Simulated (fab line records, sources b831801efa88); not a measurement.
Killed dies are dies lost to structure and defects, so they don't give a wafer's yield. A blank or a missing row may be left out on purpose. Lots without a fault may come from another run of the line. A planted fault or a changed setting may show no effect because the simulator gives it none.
Chamber matching | flow gf180mcu | GF_V3_CVD_02 on pecvd-01: 3 sister chambers
The step deposits SiO2 from TEOS, target thk 850 nm, time 94.851 s. 30 wafers are shown with their chamber, then 12 later ones without.

WAFERS WITH THEIR CHAMBER
wafer  | chamber | heater_power_w (W)
L075.1 | 1       | 469
L075.2 | 2       | 693
L075.3 | 0       | 668
L076.2 | 0       | 632
L076.3 | 1       | 549
L076.6 | 1       | 571
L077.4 | 2       | 625
L077.5 | 0       | 627
L077.6 | 1       | 528
L079.1 | 1       | 551
L079.3 | 2       | 683
L079.5 | 2       | 545
L081.1 | 2       | 694
L081.2 | 1       | 522
L081.6 | 0       | 630
L082.2 | 0       | 638
L082.4 | 0       | 672
L082.6 | 1       | 447
L084.2 | 2       | 641
L084.4 | 2       | 684
L084.6 | 1       | 570
L088.1 | 2       | 579
L088.2 | 0       | 606
L088.3 | 1       | 547
L088.4 | 1       | 564
L088.5 | 2       | 620
L088.6 | 0       | 649
L091.1 | 1       | 548
L091.2 | 2       | 651
L091.3 | 0       | 657

SIGNATURES (means of the wafers above)
reading        | chamber 0 | chamber 1 | chamber 2 | scatter within a chamber
heater_power_w | 642.11    | 533.27    | 641.50    | 39.9
Rule: a wafer's distance from a chamber is the root of the sum, over the readings, of the square of ((its reading less the chamber's mean) divided by the reading's scatter). The wafer belongs to the nearest chamber; if the next one is less than 2 further off, it can't be placed. The scatter: the root of (the sum of the squares of (reading less its chamber's mean) over the shown wafers, divided by (wafers less chambers)).

WAFERS WITHOUT THEIR CHAMBER
wafer  | heater_power_w (W)
L094.2 | 636
L094.4 | 657
L094.5 | 687
L097.1 | 486
L097.3 | 647
L097.4 | 653
L096.1 | 654
L096.2 | 556
L096.3 | 652
L096.4 | 439
L096.5 | 518
L096.6 | 679

WHICH CHAMBER EACH WENT THROUGH
wafer  | from the rows above          | in truth
L094.2 | can't be placed: 2 or 0      | 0
L094.4 | can't be placed: 0 or 2      | 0
L094.5 | can't be placed: 0 or 2      | 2
L097.1 | 1                            | 1
L097.3 | can't be placed: 0 or 2      | 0
L097.4 | can't be placed: 0 or 2      | 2
L096.1 | can't be placed: 0 or 2      | 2
L096.2 | can't be placed: 1 or 2 or 0 | 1
L096.3 | can't be placed: 0 or 2      | 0
L096.4 | 1                            | 1
L096.5 | 1                            | 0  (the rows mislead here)
L096.6 | can't be placed: 0 or 2      | 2
Placed correctly: 2 of 12. Can't be placed from these rows: 9 (the true chamber is among the candidates in 9). Placed wrongly: 1.
